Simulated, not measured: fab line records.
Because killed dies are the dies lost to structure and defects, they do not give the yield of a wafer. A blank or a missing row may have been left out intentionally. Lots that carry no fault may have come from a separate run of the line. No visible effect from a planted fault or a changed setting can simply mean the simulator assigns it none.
fab line records	flow gf180mcu
record: lots: 6	wafers: 17	lastDay: 34
route steps=602 shown V4@490 MIM@503
lots that met no fault: from a run of the same line without faults
startH: hours from the record's opening day to when the first of the lot's shown wafers began	waitH: hours from the lot's prior step to this one	" unchanged from the row above	L1.1+2: several wafers, shown together as one row	- no value, or no start given	* or withheld: withheld	< > ~ a bound
route shown NAME@n: names a module that has steps shown in the file, with the first one's number in the route	usual: mean/standard deviation taken from wafers without a fault	same: alike in all rows	chamber/n: place in a boat	sites: the reading at each site	_std_site: standard deviation across them	_edge_site: the outer-site mean with the inner-site mean subtracted	radiusMm: for every site, how far away it sits from the centre of the wafer	mask NAME#n: copy n	behind: the most recent tool/chamber to have shaped the wafer	hold: reason for holding the lot/hours on hold/outcome of the hold	device: the transistor (n, p or np) that didn't switch	end of line: the route-end tests of the same wafers	a step without rows: its recipe alone	killed: at the first sort, the dies lost to defects and structure; wafer yield is something else	map: dies across one wafer; x = killed, . = not, _ = none there
set.NAME: the run value of the setting; set.NAME@STEP: its run value at that earlier step	model.NAME: the simulator's own value behind a step, which no gauge read
a table for each step, a row for each wafer; lots at some steps of the route
services: a tool's chamber out of use, with start hour (startH, from the record's first day; less than 0 if before it), hours out, and reason
== steps ==
step: GF_V4_CD_MEAS_14
recipe: targetCdNm: 260
usual: cdNm: 260.1/1.1
lot.wafer	tool	chamber	startH	waitH	cdNm
L494.1	cdSem-02	-	576.79	0.1	258.8
L494.4	"	-	"	"	258.9
L494.5	"	-	"	"	258.8
L502.4	cdSem-02	-	640.80	0.1	259.4
L502.6	"	-	"	"	259.3
L504.3	cdSem-01	-	657.52	0.1	259.9
L504.4	"	-	"	"	259.4
L504.5	"	-	"	"	258.3
L512.2	cdSem-01	-	707.40	0.1	260.3
L512.3	"	-	"	"	260.3
L512.5	"	-	"	"	260.8
L514.2	cdSem-02	-	718.60	0.1	258.5
L514.4	"	-	"	"	258.6
L514.6	"	-	"	"	258.4
L516.2	cdSem-02	-	734.55	0.1	260.5
L516.3	"	-	"	"	261.8
L516.4	"	-	"	"	261.6
step: GF_V4_OVL_MEAS_15
usual: V4_OVL: 1/6.5
lot.wafer	tool	chamber	startH	waitH	V4_OVL[nm]
L494.1	overlay-01	-	576.91	0.1	2
L494.4	"	-	"	"	3
L494.5	"	-	"	"	-2
L502.4	overlay-01	-	640.87	0.1	14
L502.6	"	-	"	"	8
L504.3	overlay-02	-	657.61	0.1	0
L504.4	"	-	"	"	7
L504.5	"	-	"	"	1
L512.2	overlay-02	-	707.51	0.1	9
L512.3	"	-	"	"	7
L512.5	"	-	"	"	5
L514.2	overlay-01	-	718.71	0.1	-4
L514.4	"	-	"	"	-5
L514.6	"	-	"	"	2
L516.2	overlay-02	-	734.65	0.1	-8
L516.3	"	-	"	"	-17
L516.4	"	-	"	"	-13
step: GF_V4_ETCH_16
recipe: chemistry: N2/H2	targetDepthA: withheld	overetchA: withheld	timeS: withheld	target: BARC	ionEnergyEv: 200	sourceW: 500	biasW: 100	pressureMtorr: 30	n2FlowSccm: 100	h2FlowSccm: 200
step: GF_V4_ETCH_17
recipe: chemistry: C4F8/O2/Ar	maskMaterial: KrF	target: SiO2	stopOn: TiN	sourceW: 1500	biasW: 1200	pressureMtorr: 40	c4f8FlowSccm: withheld	O2_flow_sccm: 6	Ar_flow_sccm: 300	timeS: withheld	targetDepthA: 6300
usual: oesProductAu: 0.856/0.0045
lot.wafer	tool	chamber	startH	waitH	oesProductAu
L494.1	rieDiel-01	0	-	-	0.861
L494.4	"	3	"	"	0.863
L494.5	"	1	"	"	0.857
L502.4	rieDiel-01	0	-	-	0.848
L502.6	"	1	"	"	0.855
L504.3	rieDiel-03	2	-	-	0.857
L504.4	"	3	"	"	0.859
L504.5	"	1	"	"	0.856
L512.2	rieDiel-02	3	-	-	0.864
L512.3	"	2	"	"	0.853
L512.5	"	0	"	"	0.862
L514.2	rieDiel-03	0	-	-	0.855
L514.4	"	2	"	"	0.849
L514.6	"	0	"	"	0.856
L516.2	rieDiel-02	3	-	-	0.855
L516.3	"	2	"	"	0.857
L516.4	"	1	"	"	0.864
step: GF_V4_STRIP_18
recipe: chemistry: O2/N2	powerW: 1400	pressureMtorr: 1500	platenTempC: 250	o2FlowSccm: 3000	n2FlowSccm: 300	overashFraction: 0.5
usual: drypumpMotorCurrentA: 5.8/0.49	heaterPowerW: 343/51	oesProductAu: 0.592/0.0046
same: overashFraction: 0.5
lot.wafer	tool	chamber	startH	waitH	drypumpMotorCurrentA	heaterPowerW	oesProductAu	rfHoursCounterH
L494.1	plasmaAsher-01	0	577.07	-	4.9	284	0.591	46
L494.4	"	1	"	"	5.7	420	0.592	-
L494.5	"	1	"	"	5.8	431	0.593	-
L502.4	plasmaAsher-01	1	641.05	-	5.8	427	0.590	-
L502.6	"	1	"	"	5.8	428	0.591	-
L504.3	plasmaAsher-02	0	657.80	-	6.0	354	0.594	-
L504.4	"	1	"	"	6.6	399	0.595	-
L504.5	"	0	"	"	6.0	346	0.598	-
L512.2	plasmaAsher-01	0	707.67	-	4.9	290	0.592	58
L512.3	"	1	"	"	5.8	424	0.601	-
L512.5	"	0	"	"	4.9	281	0.598	-
L514.2	plasmaAsher-02	1	718.87	-	6.6	400	0.593	112
L514.4	"	1	"	"	6.6	385	0.592	-
L514.6	"	0	"	"	6.0	359	0.590	-
L516.2	plasmaAsher-03	1	734.81	-	5.9	284	0.593	33
L516.3	"	1	"	"	5.9	287	0.592	-
L516.4	"	0	"	"	5.7	323	0.595	-
step: GF_V4_STRIP_19
recipe: chemistry: postEtchResidueRemover	timeS: 1200	tempC: 72.5
step: GF_V4_CLEAN_20
recipe: chemistry: DIW	dry: n2Spin
step: GF_V4_SPUTTER_21
recipe: material: Ti	targetThkNm: 15	chamberPressurePa: 5	powerW: 2500	substrateTempC: 200	timeS: 80.02
step: GF_V4_SPUTTER_22
recipe: material: TiN	targetThkNm: 10	chamberPressurePa: 5	powerW: 4000	timeS: 40
usual: throttleValvePct: 30.2/0.9
lot.wafer	tool	chamber	startH	waitH	throttleValvePct
L494.1	pvdSputter-04	-	577.67	0.0	29.9
L494.4	"	-	"	"	29.2
L494.5	"	-	"	"	30.1
L502.4	pvdSputter-04	-	641.66	0.0	32.0
L502.6	"	-	"	"	30.0
L504.3	pvdSputter-01	-	658.36	0.0	30.6
L504.4	"	-	"	"	29.5
L504.5	"	-	"	"	29.4
L512.2	pvdSputter-02	-	708.30	0.0	30.0
L512.3	"	-	"	"	30.1
L512.5	"	-	"	"	30.0
L514.2	pvdSputter-01	-	719.47	0.0	30.4
L514.4	"	-	"	"	31.2
L514.6	"	-	"	"	31.3
L516.2	pvdSputter-01	-	735.44	0.0	31.0
L516.3	"	-	"	"	31.6
L516.4	"	-	"	"	31.0
step: GF_V4_CVD_23
recipe: material: W	targetThkNm: 350	timeS: 104.9	tempC: 400	pressureTorr: 40
usual: heaterPowerW: 872/52
lot.wafer	tool	chamber	startH	waitH	heaterPowerW
L494.1	cvdW-02	1	577.70	0.0	886
L494.4	"	0	"	"	944
L494.5	"	0	"	"	928
L502.4	cvdW-01	0	641.73	0.1	911
L502.6	"	0	"	"	855
L504.3	cvdW-01	1	658.44	0.1	796
L504.4	"	0	"	"	866
L504.5	"	1	"	"	785
L512.2	cvdW-02	1	708.33	0.0	904
L512.3	"	1	"	"	900
L512.5	"	1	"	"	888
L514.2	cvdW-01	0	719.51	0.0	885
L514.4	"	0	"	"	891
L514.6	"	0	"	"	875
L516.2	cvdW-02	0	735.48	0.0	925
L516.3	"	0	"	"	933
L516.4	"	1	"	"	892
step: GF_V4_RS_MEAS_24
recipe: thkMeasGauge: four-point-probe	reads: W_of_V4_CVD_23+TiN_of_V4_SPUTTER_22+Ti_of_V4_SPUTTER_21
usual: V4_W_RS: 0.327/0.0032
lot.wafer	tool	chamber	startH	waitH	V4_W_RS[ohm/sq]
L494.1	filmMetro-02	-	577.82	0.1	0.326
L494.4	"	-	"	"	0.329
L494.5	"	-	"	"	0.326
L502.4	filmMetro-02	-	641.87	0.1	0.324
L502.6	"	-	"	"	0.324
L504.3	filmMetro-03	-	658.56	0.1	0.325
L504.4	"	-	"	"	0.324
L504.5	"	-	"	"	0.326
L512.2	filmMetro-01	-	708.47	0.1	0.325
L512.3	"	-	"	"	0.329
L512.5	"	-	"	"	0.330
L514.2	filmMetro-01	-	719.64	0.1	0.330
L514.4	"	-	"	"	0.324
L514.6	"	-	"	"	0.329
L516.2	filmMetro-01	-	735.61	0.1	0.332
L516.3	"	-	"	"	0.333
L516.4	"	-	"	"	0.328
step: GF_V4_THK_MEAS_25
recipe: thkMeasGauge: xrf	reads: W_of_V4_CVD_23
usual: V4_W_THK: 358/4.2
lot.wafer	tool	chamber	startH	waitH	V4_W_THK[nm]
L494.1	filmMetro-02	-	577.94	0.1	356
L494.4	"	-	"	"	354
L494.5	"	-	"	"	356
L502.4	filmMetro-02	-	641.96	0.1	361
L502.6	"	-	"	"	360
L504.3	filmMetro-03	-	658.66	0.1	359
L504.4	"	-	"	"	359
L504.5	"	-	"	"	358
L512.2	filmMetro-01	-	708.58	0.1	364
L512.3	"	-	"	"	357
L512.5	"	-	"	"	357
L514.2	filmMetro-01	-	719.75	0.1	354
L514.4	"	-	"	"	362
L514.6	"	-	"	"	360
L516.2	filmMetro-01	-	735.72	0.1	356
L516.3	"	-	"	"	358
L516.4	"	-	"	"	357
step: GF_V4_CMP_26
recipe: stopOn: SiO2	downForcePsi: 3.5	platenRpm: 60	tOverpolishS: 15	targetThkNm: 0	padVelocityMS: 0.94248
usual: motorCurrentA: 11.5/1.3	overpolishRunS: 14.998/0.009	timeToEndpointS: 85/3.3
lot.wafer	tool	chamber	startH	waitH	motorCurrentA	overpolishRunS	timeToEndpointS
L494.1	cmp-02	3	578.05	0.1	13.8	14.994	85
L494.4	"	0	"	"	12.7	15.002	85
L494.5	"	3	"	"	13.6	14.996	84
L502.4	cmp-01	1	641.99	0.0	10.0	14.988	84
L502.6	"	1	"	"	9.5	0.035	131
L504.4	cmp-01	2	658.75	0.1	9.9	14.999	84
L504.3	"	3	"	"	11.1	14.997	83
L504.5	"	1	"	"	9.7	0.042	130
L512.2	cmp-01	3	708.63	0.0	11.0	14.999	82
L512.3	"	1	"	"	10.1	14.979	81
L512.5	"	0	"	"	11.8	15.007	77
L514.4	cmp-01	0	719.80	0.0	11.8	15.001	85
L514.2	"	2	"	"	10.0	15.009	85
L514.6	"	1	"	"	9.6	15.005	85
L516.2	cmp-01	3	735.79	0.1	10.8	15.012	91
L516.4	"	0	"	"	11.7	15.000	90
L516.3	"	1	"	"	10.6	15.003	87
step: GF_MIM_SPUTTER_00
recipe: material: Ti	targetThkNm: 37.5	arrivingIonEnergyEv: 80	substrateTempC: 200	chamberPressurePa: 2	powerW: 4000	timeS: 150
usual: throttleValvePct: 30.5/1.1
lot.wafer	tool	chamber	startH	waitH	throttleValvePct
L494.1	pvdSputter-02	-	578.30	0.2	28.5
L494.4	"	-	"	"	30.7
L494.5	"	-	"	"	30.4
L502.4	pvdSputter-03	-	642.29	0.2	30.0
L504.3	pvdSputter-02	-	659.00	0.1	28.4
L504.4	"	-	"	"	29.7
L512.2	pvdSputter-04	-	708.93	0.2	29.9
L512.3	"	-	"	"	28.9
L512.5	"	-	"	"	31.8
L514.2	pvdSputter-04	-	720.10	0.1	28.7
L514.4	"	-	"	"	32.1
L514.6	"	-	"	"	29.0
L516.2	pvdSputter-02	-	736.09	0.2	30.3
L516.3	"	-	"	"	30.8
L516.4	"	-	"	"	30.8
== services ==
tool	chamber	startH	hours	kind
plasmaAsher-02	-	558.75	13.8	repair
cvdW-02	1	566.96	10.1	repair
plasmaAsher-02	-	572.34	3.2	repair
cmp-01	-	576.21	0.5	repair
rieDiel-03	2	580.27	5.9	repair
cvdW-02	-	590.53	2.3	repair
plasmaAsher-01	-	595.13	13.3	repair
cmp-01	-	606.48	5.7	pm
rieDiel-03	1	610.34	3.2	repair
plasmaAsher-01	-	613.26	8.5	repair
plasmaAsher-01	-	613.55	7.4	repair
rieDiel-02	1	634.60	12.2	repair
pvdSputter-01	-	639.64	1.7	repair
cvdW-01	0	646.43	9.4	repair
plasmaAsher-02	-	648.95	2.8	pm
cmp-01	-	654.78	1.3	repair
pvdSputter-04	-	665.54	1.8	repair
pvdSputter-02	-	677.19	2.1	repair
rieDiel-02	3	685.85	7.0	repair
rieDiel-03	3	687.53	3.2	repair
cmp-01	-	693.34	11.9	repair
plasmaAsher-01	-	705.21	1.0	repair
pvdSputter-01	-	709.19	0.5	repair
pvdSputter-04	-	730.90	4.0	repair
== key ==
firstSign: step: GF_V4_CMP_26	reading: overpolishRunS	direction: down	sigmas: 99+	usual: 14.998	struck: 0.039
effect: step: GF_V4_CMP_26	reading: timeToEndpointS	direction: up	sigmas: 14	usual: *	struck: *
moreKillsBornAt: GF_V4_CMP_26@cmp-01: 422
metAt GF_V4_CMP_26
struckWafers L502.6,L504.5
laterRowsLeftOut L502.6,L504.5
sortLeftOut L502.6
fault: kind: processParameterDrift	tool: cmp-01	chamber: -	onsetH: 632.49	steps: GF_V4_CMP_26	channel: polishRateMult	offset: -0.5	shape: step	endH: 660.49	scope: struckWafersOnly
sortLeftOut: the simulated sort isn't trusted on such a fault, so these wafers' sort isn't shown, and their yield isn't known
laterRowsLeftOut: the simulator's readings of these wafers behind a module that went badly wrong aren't trusted and aren't shown, but for the sort
